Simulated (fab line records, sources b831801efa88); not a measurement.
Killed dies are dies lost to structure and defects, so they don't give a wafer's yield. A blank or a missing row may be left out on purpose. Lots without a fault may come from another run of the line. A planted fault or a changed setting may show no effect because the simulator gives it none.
fab line records | flow sfq_line
record lots=15 wafers=45 last_day=93
route steps=325 shown M3@131 I6@267 I7@298
lots that met no fault: from a run of the same line without faults
start_h: hours from the record's first day to the start of the lot's first wafer shown | wait_h: hours since the lot's step before | " the same as in the row above | L1.1+2: a row that stands for several wafers | - no value, or no start given | * or withheld: withheld | < > ~ a bound
route shown NAME@n: a module of which the file shows steps, and the number in the route of the first | usual: mean/standard deviation of fault-free wafers | same: alike in all rows | chamber/n: place in a boat | sites: the reading at each site | _std_site: their standard deviation | _edge_site: outer sites' mean less inner sites' | radius_mm: how far each site lies from the wafer's centre | mask NAME#n: copy n | behind: the tool/chamber that last shaped the wafer | hold: why the lot was held/for how many hours/how that ended | device: the transistor (n, p or np) that didn't switch | end of line: the same wafers' tests at the end of the route | a step without rows: its recipe alone | killed: dies lost to structure and defects at the first sort, not the wafer's yield | map: a wafer's dies, x killed, . not, _ none there
set.NAME: the setting as run; set.NAME@STEP: as run at that earlier step | model.NAME: the simulator's own value behind a step, which no gauge read
steps of the route over a sample of lots; a table a step, a row a wafer
services: from which hour (start_h, from the record's first day; less than 0 if before it) a tool's chamber was out of use, for how many hours, and why
## steps
# step SFQ_TRILAYER_M3_STRIP_STRIP_079
# recipe gas=O2 power_w=200 platen_temp_c=40 overash_fraction=0.65 chemistry=O2 pressure_mtorr=50
# usual drypump_motor_current_A=5.90/0.27 oes_product_au=0.998/0.0067 platen_temp_c=40.02/0.13
# columns lot.wafer tool chamber start_h wait_h drypump_motor_current_A oes_product_au platen_temp_c rf_hours_counter_h
L482.2 rie_metal-01 1 811.88 0.1 5.93 1.002 39.79 33
L482.3 " 1 " " 5.92 1.002 39.79 -
L482.6 " 0 " " 5.78 0.993 40.06 -
L483.1 rie_metal-01 1 826.28 0.1 5.91 0.993 39.98 35
L483.3 " 1 " " 5.93 0.996 40.06 -
L483.4 " 0 " " 5.74 0.993 39.98 -
L484.2 rie_metal-01 1 953.86 0.1 5.92 0.989 40.08 47
L484.3 " 1 " " 5.92 1.001 39.98 -
L484.6 " 0 " " 5.78 0.993 40.27 -
L486.4 rie_metal-01 1 972.06 0.2 5.93 0.999 40.04 -
L486.5 " 1 " " 5.95 0.997 40.22 -
L486.6 " 0 " " 5.73 0.988 39.97 -
L487.1 rie_metal-04 1 980.36 0.1 6.26 1.009 39.89 29
L487.3 " 1 " " 6.26 1.007 39.72 -
L487.4 " 0 " " 5.65 0.999 40.25 -
L488.1 rie_metal-03 1 981.56 0.1 6.27 0.997 40.04 126
L488.3 " 1 " " 6.28 0.997 39.92 -
L488.4 " 0 " " 5.42 0.995 39.99 -
L489.1 rie_metal-04 0 982.76 0.1 5.66 1.003 40.13 69
L489.2 " 1 " " 6.24 1.003 40.08 29
L489.5 " 0 " " 5.62 1.006 39.98 -
L490.1 rie_metal-03 0 1026.61 0.1 5.43 0.990 39.82 32
L490.4 " 1 " " 6.28 0.999 40.05 -
L490.5 " 0 " " 5.46 1.007 39.88 -
L492.2 rie_metal-01 1 1166.22 0.1 5.95 1.006 40.00 83
L492.3 " 1 " " 5.93 0.989 39.99 -
L492.5 " 1 " " 5.93 1.001 39.86 -
L493.3 rie_metal-03 1 1168.01 0.5 6.29 1.004 40.02 -
L493.4 " 1 " " 6.29 0.999 39.90 -
L493.5 " 1 " " 6.29 1.002 39.88 -
L494.2 rie_metal-04 0 1169.82 0.1 5.68 0.998 39.82 90
L494.3 " 0 " " 5.68 1.008 39.87 -
L494.4 " 1 " " 6.28 1.008 40.04 -
L495.1 rie_metal-01 0 1177.02 0.1 5.75 1.000 40.08 14
L495.2 " 1 " " 5.93 1.009 39.91 84
L495.4 " 0 " " 5.75 0.990 40.17 -
L496.1 rie_metal-04 1 1181.82 0.1 6.28 1.003 40.19 52
L496.3 " 1 " " 6.27 1.004 40.13 -
L496.4 " 0 " " 5.69 1.012 39.83 -
L498.3 rie_metal-01 1 1186.82 0.2 5.92 0.993 39.93 -
L498.4 " 0 " " 5.76 0.989 40.09 -
L498.5 " 0 " " 5.73 0.994 40.13 -
L505.1 rie_metal-01 0 1199.42 0.1 5.77 0.998 40.02 18
L505.3 " 1 " " 5.92 0.995 40.09 -
L505.4 " 0 " " 5.73 1.003 40.09 -
# step SFQ_TRILAYER_I6_CMP_CMP_166
# recipe material=SiO2 down_force_psi=3 platen_rpm=60 pad_velocity_m_s=0.94248
# usual head_pressure_psi=3.000/0.0059 motor_current_A=10.5/1.3 time_to_endpoint_s=211/6.7
# columns lot.wafer tool chamber start_h wait_h head_pressure_psi motor_current_A time_to_endpoint_s
L482.2 cmp-02 1 1704.59 0.0 2.997 9.8 208
L482.3 " 3 1705.59 1.0 3.003 10.0 214
L482.6 " 1 1706.59 2.0 3.010 9.9 222
L483.1 cmp-01 2 1708.19 0.0 3.000 11.0 212
L483.3 " 0 1709.19 1.0 3.001 10.9 214
L483.4 " 1 " " 3.004 10.2 220
L484.3 cmp-02 1 1710.59 0.0 3.001 9.5 202
L484.2 " 2 " " 3.004 9.6 212
L484.6 " 1 1712.59 2.0 3.015 9.7 215
L486.4 cmp-01 3 1827.05 2.2 2.998 8.4 215
L486.5 " 2 1828.55 3.7 2.997 11.6 215
L486.6 " 3 " " 3.011 8.2 213
L487.3 cmp-01 3 1829.55 2.4 2.997 9.0 211
L487.4 " 1 1830.55 3.3 2.999 11.0 215
L487.1 " 2 " " 3.005 11.4 204
L488.1 cmp-02 1 1836.34 3.3 2.997 9.9 206
L488.3 " 2 " " 2.995 10.3 204
L488.4 " 3 " " 2.996 9.3 210
L489.2 cmp-02 0 1842.34 4.5 2.996 13.9 205
L489.1 " 2 1843.34 5.5 3.004 9.5 203
L489.5 " 0 1844.34 6.5 3.002 13.5 215
L490.4 cmp-02 3 1851.34 8.7 2.994 9.7 214
L490.1 " 0 " " 3.002 13.0 209
L490.5 " 2 1852.84 10.2 3.002 9.7 220
L492.2 cmp-01 3 1856.55 10.3 3.003 9.2 205
L492.3 " 2 1858.05 11.8 3.001 11.0 201
L492.5 " 0 1859.05 12.8 3.003 11.0 211
L493.4 cmp-01 3 1860.05 12.6 2.988 8.4 117
L493.3 " 1 1861.05 13.6 2.995 11.1 212
L493.5 " 2 " " 2.995 11.6 112
L494.4 cmp-01 3 1862.55 13.7 2.995 8.3 118
L494.3 " 0 " " 3.002 11.6 204
L494.2 " 2 1864.05 15.2 2.990 11.0 110
L495.2 cmp-02 3 1862.84 13.0 2.995 9.5 208
L495.1 " 1 1863.84 14.0 2.995 9.8 197
L495.4 " 2 " " 2.999 10.1 216
L496.3 cmp-02 1 1865.84 14.8 2.996 9.1 204
L496.1 " 2 " " 2.990 9.7 208
L496.4 " 3 " " 3.008 9.9 223
L498.4 cmp-01 2 1875.05 20.4 3.006 10.7 116
L498.3 " 3 " " 3.008 9.2 200
L498.5 " 1 1876.55 21.9 3.003 10.4 123
L505.3 cmp-02 2 1952.16 2.7 3.005 10.2 211
L505.1 " 3 " " 3.003 10.3 213
L505.4 " 0 " " 3.006 13.1 216
# step SFQ_TRILAYER_I6_VIA_STRIP_STRIP_173
# recipe gas=O2 power_w=200 platen_temp_c=40 overash_fraction=0.65 chemistry=O2 pressure_mtorr=50
# usual drypump_motor_current_A=6.0/0.43 oes_product_au=1.000/0.0073 platen_temp_c=40.01/0.11
# columns lot.wafer tool chamber start_h wait_h drypump_motor_current_A oes_product_au platen_temp_c rf_hours_counter_h
L482.2 rie_metal-02 0 1811.95 - 6.4 1.006 39.89 45
L482.3 " 0 " " 6.4 0.993 39.91 -
L482.6 " 0 " " 6.4 0.994 39.83 -
L483.1 rie_metal-04 0 1817.95 - 5.7 1.008 39.91 52
L483.3 " 1 " " 6.2 1.013 39.98 -
L483.4 " 0 " " 5.7 1.009 40.02 -
L484.2 rie_metal-02 1 1821.75 - 6.8 1.003 39.94 -
L484.3 " 1 " " 6.8 1.000 39.77 -
L484.6 " 1 " " 6.8 1.008 40.04 -
L486.4 rie_metal-03 0 1872.25 - 5.4 0.992 39.93 -
L486.5 " 1 " " 6.3 0.987 40.09 -
L486.6 " 0 " " 5.4 0.995 39.91 -
L487.1 rie_metal-04 1 1874.45 - 6.3 1.009 39.89 26
L487.3 " 1 " " 6.2 1.005 40.09 -
L487.4 " 0 " " 5.7 1.004 40.08 -
L488.1 rie_metal-02 1 1879.25 - 6.8 1.009 39.98 115
L488.3 " 1 " " 6.8 1.009 40.05 -
L488.4 " 0 " " 6.4 0.997 40.09 -
L489.1 rie_metal-03 1 1882.65 - 6.3 0.995 40.12 120
L489.2 " 0 " " 5.4 1.001 40.05 19
L489.5 " 0 " " 5.4 0.996 40.08 -
L490.1 rie_metal-04 0 1883.85 - 5.7 1.001 39.91 66
L490.4 " 0 " " 5.6 0.997 40.13 -
L490.5 " 0 " " 5.7 0.987 40.20 -
L492.2 rie_metal-03 1 1887.45 - 6.3 1.000 40.02 121
L492.3 " 1 " " 6.3 0.990 40.23 -
L492.5 " 0 " " 5.5 0.990 39.91 -
L493.3 rie_metal-04 0 1888.91 - 5.7 1.007 39.96 -
L493.4 " 1 " " 6.3 1.003 39.76 -
L493.5 " 0 " " 5.7 1.007 40.10 -
L494.2 rie_metal-04 0 1890.60 - 5.7 1.009 39.97 67
L494.3 " 1 " " 6.2 0.989 39.96 -
L494.4 " 0 " " 5.7 1.000 40.00 -
L495.1 rie_metal-02 0 1891.80 - 6.4 0.994 39.61 56
L495.2 " 1 " " 6.8 1.008 40.07 117
L495.4 " 1 " " 6.8 1.004 39.98 -
L496.1 rie_metal-04 0 1893.00 - 5.7 1.002 39.81 67
L496.3 " 1 " " 6.3 1.005 39.91 -
L496.4 " 0 " " 5.7 1.001 40.10 -
L498.3 rie_metal-04 0 1898.00 - 5.6 0.990 39.90 -
L498.4 " 1 " " 6.2 0.998 40.08 -
L498.5 " 1 " " 6.3 0.992 40.21 -
L505.1 rie_metal-04 1 1988.52 - 6.3 1.009 40.03 46
L505.3 " 1 " " 6.3 1.010 40.20 -
L505.4 " 0 " " 5.7 1.008 40.06 -
# step SFQ_I7_BOW_MEAS_946
# recipe mode=bow
# usual I7_BOW=7/13
# columns lot.wafer tool chamber start_h wait_h I7_BOW[um]
L482.2 film_metro-03 - 1880.57 1.0 17
L482.3 " - " " 15
L482.6 " - " " 15
L483.1 film_metro-01 - 1883.55 2.5 -2
L483.3 " - " " 9
L483.4 " - " " 6
L484.2 film_metro-01 - 1908.68 1.0 25
L484.3 " - " " 15
L484.6 " - " " 1
L486.4 film_metro-01 - 1966.72 2.1 16
L486.5 " - " " 10
L486.6 " - " " 21
L487.1 film_metro-03 - 1972.41 2.5 -10
L487.3 " - " " -5
L487.4 " - " " 0
L488.1 film_metro-02 - 1978.41 1.5 9
L488.3 " - " " 3
L488.4 " - " " -5
L489.1 film_metro-01 - 1978.66 1.5 -2
L489.2 " - " " 12
L489.5 " - " " 2
L490.1 film_metro-02 - 1981.41 1.5 -8
L490.4 " - " " 3
L490.5 " - " " 6
L492.2 film_metro-01 - 1985.53 2.0 17
L492.3 " - " " 16
L492.5 " - " " 16
L493.3 film_metro-03 - 1987.29 1.0 36
L493.4 " - " " 31
L493.5 " - " " 57
L494.2 film_metro-01 - 1990.27 1.0 -6
L494.3 " - " " 10
L494.4 " - " " -4
L495.1 film_metro-03 - 1991.51 2.0 1
L495.2 " - " " -1
L495.4 " - " " -4
L496.1 film_metro-01 - 1993.25 1.5 7
L496.3 " - " " 3
L496.4 " - " " -9
L498.3 film_metro-01 - 1999.29 1.5 6
L498.4 " - " " 6
L498.5 " - " " -2
L505.1 film_metro-02 - 2074.83 2.5 16
L505.3 " - " " 25
L505.4 " - " " 17
## services
# columns tool chamber start_h hours kind
rie_metal-04 0 800.68 15.5 repair
cmp-02 - 812.70 2.1 repair
cmp-02 - 829.68 1.3 repair
cmp-02 - 912.06 4.0 pm
rie_metal-04 0 954.06 2.3 repair
cmp-02 - 954.95 6.7 repair
cmp-02 - 969.17 3.4 repair
rie_metal-04 - 1114.09 28.1 pm
cmp-02 - 1127.53 11.6 pm
cmp-02 - 1139.15 5.8 pm
cmp-02 - 1157.85 6.4 pm
rie_metal-01 0 1231.91 13.3 repair
cmp-02 - 1238.12 2.4 repair
cmp-02 - 1245.62 5.4 repair
rie_metal-04 - 1265.17 2.8 pm
rie_metal-04 - 1275.22 0.6 repair
rie_metal-04 1 1436.73 1.3 repair
rie_metal-04 1 1511.06 3.7 repair
rie_metal-04 - 1612.39 10.0 pm
rie_metal-04 0 1635.75 5.9 repair
rie_metal-04 1 1659.25 7.7 repair
rie_metal-04 - 1694.71 14.6 pm
rie_metal-04 - 1919.34 0.1 repair
rie_metal-04 1 1921.14 2.6 repair
## key
first_sign step=SFQ_TRILAYER_I6_CMP_CMP_166 reading=time_to_endpoint_s direction=down sigmas=14 usual=* struck=*
effect none on later readings
met_at SFQ_TRILAYER_I6_CMP_CMP_166
struck_lots L493,L494,L498
struck_wafers L493.4,L493.5,L494.2,L494.4,L498.4,L498.5
not_acting_at SFQ_TRILAYER_M3_STRIP_STRIP_079,SFQ_TRILAYER_I6_VIA_STRIP_STRIP_173,SFQ_I7_BOW_MEAS_946
fault kind=process_parameter_drift tool=cmp-01 chamber=- onset_h=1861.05 steps=SFQ_TRILAYER_I6_CMP_CMP_166 channel=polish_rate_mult offset=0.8 shape=step end_h=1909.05 scope=struck_wafers_only
